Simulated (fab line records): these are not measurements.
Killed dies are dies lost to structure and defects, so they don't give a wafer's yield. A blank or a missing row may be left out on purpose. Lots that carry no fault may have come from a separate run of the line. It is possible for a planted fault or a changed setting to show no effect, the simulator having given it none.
What tool caused it?    flow sky130    24 lots, 72 wafers sampled, at 6 steps of a route of 708

## WHAT THE GAUGES SHOWED, per wafer
SKY_VIA1_CD_MEAS_12: the cd target is 150 nm.
lot   measured      on         cd-nm (nm)
L074  day 34 08:46  cd-sem-02  152.2 151.9 152.4
L075  day 34 10:19  cd-sem-01  152.3 151.6 150.3
L076  day 34 16:31  cd-sem-02  150.0 149.7 150.9
L077  day 35 03:26  cd-sem-02  152.0 152.4 151.9
L078  day 35 15:43  cd-sem-02  148.1 147.5 147.3
L079  day 35 19:25  cd-sem-01  149.9 147.8 149.7
L080  day 35 19:46  cd-sem-02  148.6 148.8 150.2
L081  day 36 05:46  cd-sem-02  150.4 149.3 150.0
L082  day 36 16:17  cd-sem-02  151.6 150.8 150.8
L083  day 36 22:26  cd-sem-02  147.9 148.5 148.9
L084  day 37 05:05  cd-sem-02  152.0 150.2 152.0
L085  day 37 09:38  cd-sem-01  149.7 150.3 148.8
L086  day 37 16:14  cd-sem-01  150.9 152.0 150.2
L089  day 39 08:38  cd-sem-01  148.0 149.1 147.3
L087  day 39 10:33  cd-sem-01  150.8 150.4 148.7
L088  day 39 10:54  cd-sem-01  151.4 151.4 151.7
L090  day 39 11:01  cd-sem-02  151.0 151.7 149.7
L091  day 39 11:35  cd-sem-01  149.7 149.1 148.4
L092  day 39 14:18  cd-sem-01  150.9 150.2 150.6
L093  day 39 18:39  cd-sem-02  148.8 148.0 149.0
L094  day 39 22:53  cd-sem-01  145.8 145.6 146.3
L095  day 40 14:16  cd-sem-02  153.2 151.2 152.6
L096  day 40 20:22  cd-sem-02  150.5 151.3 151.0
L097  day 41 05:19  cd-sem-02  151.1 150.3 150.0

SKY_CAPM_THK_MEAS_04: measures by xrf.
lot   measured      on             CAPM_TIN_THK (nm)
L074  day 36 18:53  film-metro-01  193.9 197.1 193.4
L075  day 36 20:30  film-metro-04  203.4 203.2 204.0
L076  day 37 01:58  film-metro-04  201.6 197.0 202.8
L077  day 37 12:51  film-metro-01  194.0 194.9 197.7
L078  day 37 23:49  film-metro-01  199.2 197.2 193.7
L079  day 38 05:10  film-metro-01  197.5 200.0 198.9
L080  day 38 05:27  film-metro-03  201.9 193.2 194.6
L081  day 38 14:58  film-metro-01  198.0 196.7 199.0
L082  day 38 23:34  film-metro-04  204.1 202.4 199.3
L083  day 39 07:29  film-metro-03  199.1 198.8 195.4
L084  day 39 13:14  film-metro-01  196.3 199.1 195.9
L085  day 39 18:34  film-metro-04  198.0 194.6 199.9
L086  day 40 00:12  film-metro-01  199.7 201.2 201.9
L089  day 41 15:04  film-metro-04  195.9 200.7 194.3
L087  day 41 18:10  film-metro-03  198.2 199.4 198.7
L088  day 41 18:28  film-metro-04  200.3 196.4 201.3
L090  day 41 18:46  film-metro-04  192.9 200.0 201.7
L091  day 41 19:58  film-metro-04  198.2 196.8 201.1
L092  day 41 21:20  film-metro-04  200.0 199.9 194.6
L093  day 42 00:11  film-metro-01  199.6 198.4 201.6
L094  day 42 04:31  film-metro-03  201.6 197.0 199.9
L095  day 42 20:50  film-metro-01  196.4 199.1 200.4
L096  day 43 02:11  film-metro-01  199.0 193.7 197.9
L097  day 43 09:52  film-metro-01  201.9 200.8 199.0

SKY_METAL3_CD_MEAS_13: the cd target is 300 nm.
lot   measured      on         cd-nm (nm)
L074  day 38 22:19  cd-sem-02  300.2 300.1 299.7
L075  day 38 23:45  cd-sem-02  301.2 301.4 300.3
L076  day 39 05:49  cd-sem-01  300.9 301.1 302.4
L077  day 39 16:27  cd-sem-02  299.4 299.1 299.1
L078  day 40 02:13  cd-sem-02  297.3 298.1 298.7
L079  day 40 06:47  cd-sem-02  298.7 299.0 298.2
L080  day 40 07:47  cd-sem-01  302.5 300.1 301.4
L081  day 40 17:34  cd-sem-01  302.8 302.5 302.1
L082  day 40 23:54  cd-sem-01  300.6 301.9 301.5
L083  day 41 09:41  cd-sem-01  300.7 298.9 300.7
L084  day 41 14:53  cd-sem-02  300.6 300.4 300.2
L085  day 41 19:41  cd-sem-02  300.8 301.4 301.4
L086  day 42 01:33  cd-sem-01  298.1 297.8 297.9
L089  day 43 14:56  cd-sem-02  303.0 302.3 301.4
L087  day 43 18:13  cd-sem-01  296.1 298.2 296.0
L088  day 43 18:34  cd-sem-01  298.7 297.8 299.1
L090  day 43 18:36  cd-sem-02  299.0 298.2 297.9
L091  day 43 19:37  cd-sem-02  298.9 299.8 300.8
L092  day 43 21:19  cd-sem-02  300.4 299.5 299.1
L093  day 43 22:55  cd-sem-02  296.9 296.6 296.8
L094  day 44 02:52  cd-sem-02  299.3 299.2 299.1
L095  day 44 20:26  cd-sem-01  301.2 300.8 301.5
L096  day 44 23:40  cd-sem-01  298.0 298.3 296.9
L097  day 45 06:45  cd-sem-02  298.5 298.9 297.4

SKY_VIA3_OVL_MEAS_13.
lot   measured      on          VIA3_OVL (nm)
L074  day 40 00:08  overlay-02  -1 9 -1
L075  day 40 01:59  overlay-01  -4 -4 -2
L076  day 40 07:26  overlay-02  14 1 4
L077  day 40 18:26  overlay-01  3 1 0
L078  day 41 04:32  overlay-01  -8 7 -7
L079  day 41 09:08  overlay-01  -3 -1 -2
L080  day 41 09:52  overlay-02  -5 0 -7
L081  day 41 20:20  overlay-01  5 6 8
L082  day 42 02:02  overlay-01  -4 -10 -4
L083  day 42 11:47  overlay-02  -5 -9 -10
L084  day 42 16:56  overlay-02  -5 0 0
L085  day 42 21:17  overlay-02  2 -8 -5
L086  day 43 03:20  overlay-02  2 0 5
L089  day 44 15:34  overlay-02  -6 2 -1
L087  day 44 18:35  overlay-01  2 -2 -5
L088  day 44 19:07  overlay-01  -14 -5 -10
L090  day 44 19:28  overlay-01  -2 9 -1
L091  day 44 20:41  overlay-01  -8 0 3
L092  day 44 21:26  overlay-02  -2 0 -9
L093  day 44 22:52  overlay-01  -3 -10 7
L094  day 45 02:41  overlay-02  -1 8 -3
L095  day 45 20:14  overlay-02  -13 -10 -4
L096  day 45 23:14  overlay-02  4 -1 1
L097  day 46 06:23  overlay-02  -1 -2 -5

## WHICH TOOL RAN EACH LOT (tool, then ch and the chambers of the sampled wafers, then the start)
lot   SKY_POLY_CUT_ETCH_10                SKY_LI_CONTACT_SPUTTER_20
L074  rie-diel-03 ch 0,2,3, day 24 08:43  pvd-sputter-01, day 29 05:01
L075  rie-diel-03 ch 0,3, day 24 17:05    pvd-sputter-02, day 29 14:34
L076  rie-diel-02 ch 1,2, day 25 01:58    pvd-sputter-01, day 29 23:09
L077  rie-diel-01 ch 0,2,3, day 25 16:02  pvd-sputter-01, day 30 11:55
L078  rie-diel-02 ch 0,1,2, day 26 04:37  pvd-sputter-02, day 30 21:30
L079  rie-diel-03 ch 0,2,3, day 26 07:18  pvd-sputter-04, day 31 02:29
L080  rie-diel-02 ch 0,2,3, day 26 09:16  pvd-sputter-02, day 31 03:54
L081  rie-diel-01 ch 2,3, day 26 19:49    pvd-sputter-01, day 31 13:34
L082  rie-diel-01 ch 0,1,2, day 27 06:18  pvd-sputter-04, day 32 00:01
L083  rie-diel-01 ch 0,3, day 27 14:31    pvd-sputter-01, day 32 07:14
L084  rie-diel-03 ch 1,2, day 27 17:18    pvd-sputter-02, day 32 13:45
L085  rie-diel-03 ch 0,2,3, day 28 03:52  pvd-sputter-02, day 32 19:49
L086  rie-diel-03 ch 0,1,3, day 28 09:51  pvd-sputter-01, day 33 00:37
L089  rie-diel-01 ch 0,1, day 30 05:37    pvd-sputter-04, day 34 20:15
L087  rie-diel-02 ch 0,1,2, day 30 05:55  pvd-sputter-01, day 34 20:34
L088  rie-diel-03 ch 0,1,2, day 30 06:04  pvd-sputter-04, day 34 20:56
L090  rie-diel-01 ch 1,2,3, day 30 06:11  pvd-sputter-02, day 34 21:16
L091  rie-diel-02 ch 0,1,2, day 30 06:25  pvd-sputter-02, day 34 22:19
L092  rie-diel-03 ch 0,1,2, day 30 11:34  pvd-sputter-02, day 35 01:52
L093  rie-diel-01 ch 0,3, day 30 15:36    pvd-sputter-02, day 35 06:22
L094  rie-diel-01 ch 0,1, day 30 22:22    pvd-sputter-01, day 35 13:12
L095  rie-diel-03 ch 0,1,2, day 31 07:34  pvd-sputter-02, day 35 23:16
L096  rie-diel-03 ch 1,2,3, day 31 18:49  pvd-sputter-04, day 36 08:33
L097  rie-diel-03 ch 0,1,3, day 32 04:54  pvd-sputter-04, day 36 18:58
- SKY_POLY_CUT_ETCH_10: etches BARC in N2/H2, stops on SiO2, time 45.9 s, target depth 60 nm.
- SKY_LI_CONTACT_SPUTTER_20: material TiN, target thk 20 nm, time 80 s.

## AS READ BY THE TOOLS THEMSELVES (means over the sampled wafers that have a number; for cases with no such wafer, the mark the record gives instead)
SKY_POLY_CUT_ETCH_10.
lot   tool         drypump-motor-current-A (A)  oes-product-au (a.u.)  throttle-valve-pct (%)
L074  rie-diel-03  5.8                          0.857                  13.231
L075  rie-diel-03  5.7                          0.849                  13.226
L076  rie-diel-02  5.6                          0.853                  13.231
L077  rie-diel-01  5.5                          0.856                  13.225
L078  rie-diel-02  5.3                          0.857                  13.227
L079  rie-diel-03  5.8                          0.855                  13.220
L080  rie-diel-02  5.4                          0.858                  13.228
L081  rie-diel-01  5.4                          0.853                  13.230
L082  rie-diel-01  5.6                          0.855                  13.228
L083  rie-diel-01  5.1                          0.859                  13.216
L084  rie-diel-03  6.1                          0.858                  13.216
L085  rie-diel-03  5.8                          0.850                  13.224
L086  rie-diel-03  5.8                          0.853                  13.227
L089  rie-diel-01  5.4                          0.858                  13.222
L087  rie-diel-02  5.3                          0.857                  13.228
L088  rie-diel-03  5.8                          0.851                  13.219
L090  rie-diel-01  5.5                          0.853                  13.214
L091  rie-diel-02  5.3                          0.856                  13.223
L092  rie-diel-03  5.8                          0.853                  13.224
L093  rie-diel-01  5.3                          0.854                  13.222
L094  rie-diel-01  5.4                          0.854                  13.221
L095  rie-diel-03  5.8                          0.855                  13.227
L096  rie-diel-03  6.1                          0.857                  13.225
L097  rie-diel-03  5.8                          0.848                  13.235

SKY_LI_CONTACT_SPUTTER_20.
lot   tool            cathode-dc-power-W (W)  throttle-valve-pct (%)
L074  pvd-sputter-01  4000.6                  29.1
L075  pvd-sputter-02  3999.8                  29.8
L076  pvd-sputter-01  3999.6                  29.1
L077  pvd-sputter-01  4000.3                  29.5
L078  pvd-sputter-02  4000.2                  30.7
L079  pvd-sputter-04  4000.2                  29.4
L080  pvd-sputter-02  4000.4                  30.2
L081  pvd-sputter-01  4000.1                  30.1
L082  pvd-sputter-04  4000.0                  30.0
L083  pvd-sputter-01  4000.3                  29.6
L084  pvd-sputter-02  4000.3                  30.1
L085  pvd-sputter-02  3999.8                  30.2
L086  pvd-sputter-01  3999.1                  29.8
L089  pvd-sputter-04  4000.6                  29.6
L087  pvd-sputter-01  4000.1                  29.8
L088  pvd-sputter-04  4000.2                  29.6
L090  pvd-sputter-02  4000.2                  30.6
L091  pvd-sputter-02  4000.1                  30.6
L092  pvd-sputter-02  3999.7                  30.2
L093  pvd-sputter-02  4000.0                  30.7
L094  pvd-sputter-01  4000.2                  29.2
L095  pvd-sputter-02  4000.9                  30.4
L096  pvd-sputter-04  3999.9                  29.3
L097  pvd-sputter-04  4000.7                  29.6

## THE ANSWER, worked out from the rows above alone
Rule: what is usual is taken from the lots themselves. The widest of any qualifying gaps counts: lots, ordered by their means at a reading, are off when they make up no more than a third of the lots, leave a main group of 4 or more, and stand apart from it by 3 or more times the standard deviation of that group's means. Not used: any main group whose means are identical at the precision the tables above print for the reading. Also off: a lot with no number at a reading for which 4 or more lots have one. The other lots that the step has rows for count as sound. First the gauges in route order, then the tools' own readings, where a lot's mean is used as printed above. At the first step where some lot is off, the reading lying furthest off is the one used; lots without a number count as furthest.
Across all readings shown, no lot is off: no conclusion can be drawn from this.

## WHAT THE SIMULATOR HAD PUT IN
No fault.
